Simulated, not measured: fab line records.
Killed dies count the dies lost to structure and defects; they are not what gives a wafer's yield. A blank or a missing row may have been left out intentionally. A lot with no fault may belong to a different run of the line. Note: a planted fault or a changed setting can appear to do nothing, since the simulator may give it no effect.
Problem report, 8D (eight disciplines) form, completed by code + flow gf180mcu + the parts of the form that need people (team, actions taken, sign-off) are left out

## 1. WHAT WENT WRONG
Mean HV_LDD_CVD_56_THK at GF_HV_LDD_THK_MEAS_57: 72.3 nm over 9 wafers in 3 lots; fault-free wafers: 89.9 nm, standard deviation 1. Measured from the usual mean, that is -18 standard deviations.
First seen on wafer L138.1, day 18 09:11, on film-metro-01. The record has a number at this step for 33 wafers belonging to 11 lots. By rule, "out" or "out of limits" means more than 4 standard deviations away from the usual mean. The other wafers with a number count as sound.

## 2. WHAT IT IS, AND WHAT IT ISN'T
| question                    | is                           | is not                                                              |
|-----------------------------|------------------------------|---------------------------------------------------------------------|
| which readings at this step | HV_LDD_CVD_56_THK            | -                                                                   |
| which lots                  | L138, L139, L141             | L121, L123, L124, L127, L130, L132, L134, L140                      |
| which wafers of those lots  | all that have a number       | -                                                                   |
| read on which gauges        | film-metro-01, film-metro-03 | film-metro-04                                                       |
| when                        | from day 18 09:11            | up to then (21 sound wafers); but 3 sound wafers of L140 came after |

## 3. SUSPECTS, AND WHAT RULES EACH OUT
Counting: any tool at a process step up to the reading is kept as a suspect provided that every lot that is out went through it and no sound lot did after the first of them.
- ruled out: the gauge at GF_HV_LDD_THK_MEAS_57. 2 gauges (film-metro-01, film-metro-03) read the wafers that are out.
- lpcvd-02 at GF_HV_LDD_CVD_56 (deposits Si3N4 from DCS/NH3, target thk 90 nm, time 1543 s): kept. It processed each lot that is out, first L138 at day 18 07:02, and no sound lot thereafter; up to then, the last sound lot it processed was L134 at day 17 01:02. Its own readings are out on those wafers: spike-tc-centre-C, spike-tc-lower-C, spike-tc-upper-C, susceptor-temp-C.
After counting, what remains is lpcvd-02 at GF_HV_LDD_CVD_56.

## 4. THE CAUSE (what the simulator had put in)
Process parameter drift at GF_HV_LDD_CVD_56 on lpcvd-02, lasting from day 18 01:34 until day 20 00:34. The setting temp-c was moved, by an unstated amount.
Only this tool survived the counting.

## 5. THE CHAIN OF EFFECTS, in route order
Each row: a reading where the mean over the struck wafers with a number is more than 3 standard deviations away from the usual. Readings are gone through only where the record gives a usual standard deviation; hours: the median, over the lots, of the time from a lot's start at the first step in this table giving one to that lot's start at this step; sigmas: the change measured in usual standard deviations.
| hours | step                  | reading           | usual      | on struck wafers | change | sigmas |
|-------|-----------------------|-------------------|------------|------------------|--------|--------|
| 0     | GF_HV_LDD_CVD_56      | spike-tc-bottom-C | 787 C      | 773              | -14    | -4.5   |
| 0     | GF_HV_LDD_CVD_56      | spike-tc-centre-C | 771.2 C    | 760.1            | -11.1  | -9.3   |
| 0     | GF_HV_LDD_CVD_56      | spike-tc-lower-C  | 769.7 C    | 757.2            | -12.5  | -8.3   |
| 0     | GF_HV_LDD_CVD_56      | spike-tc-top-C    | 783.5 C    | 773.5            | -10.0  | -3.6   |
| 0     | GF_HV_LDD_CVD_56      | spike-tc-upper-C  | 769.6 C    | 759.3            | -10.3  | -6.9   |
| 0     | GF_HV_LDD_CVD_56      | susceptor-temp-C  | 770.1 C    | 758.3            | -11.8  | -38    |
| 1     | GF_HV_LDD_THK_MEAS_57 | HV_LDD_CVD_56_THK | 89.9 nm    | 72.3             | -17.6  | -18    |
| 4     | GF_HV_LDD_ETCHBACK_58 | oes-product-au    | 0.842 a.u. | 0.750            | -0.092 | -14    |
Here are the process steps it includes:
- GF_HV_LDD_CVD_56: deposits Si3N4 from DCS/NH3, target thk 90 nm, time 1543 s.
- GF_HV_LDD_ETCHBACK_58: etches Si3N4 in CH3F/O2, stops on SiO2, time 100 s, target depth 90 nm.

## 6. WHAT WOULD HAVE CAUGHT IT SOONER
8 hours passed between the start of the fault at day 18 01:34 and the first reading out of limits at a measuring or inspecting step in this record, taken at day 18 09:11.
The tool's own readings at GF_HV_LDD_CVD_56 were out on every struck wafer that the step has a row for (spike-tc-centre-C, spike-tc-lower-C, spike-tc-upper-C, susceptor-temp-C): an alarm limit on them would have fired on the first of those.
Lots out: 3; of these, L139, L141 started GF_HV_LDD_CVD_56 on lpcvd-02 after day 18 09:11. A hold on the tool at that time would have spared those 2.
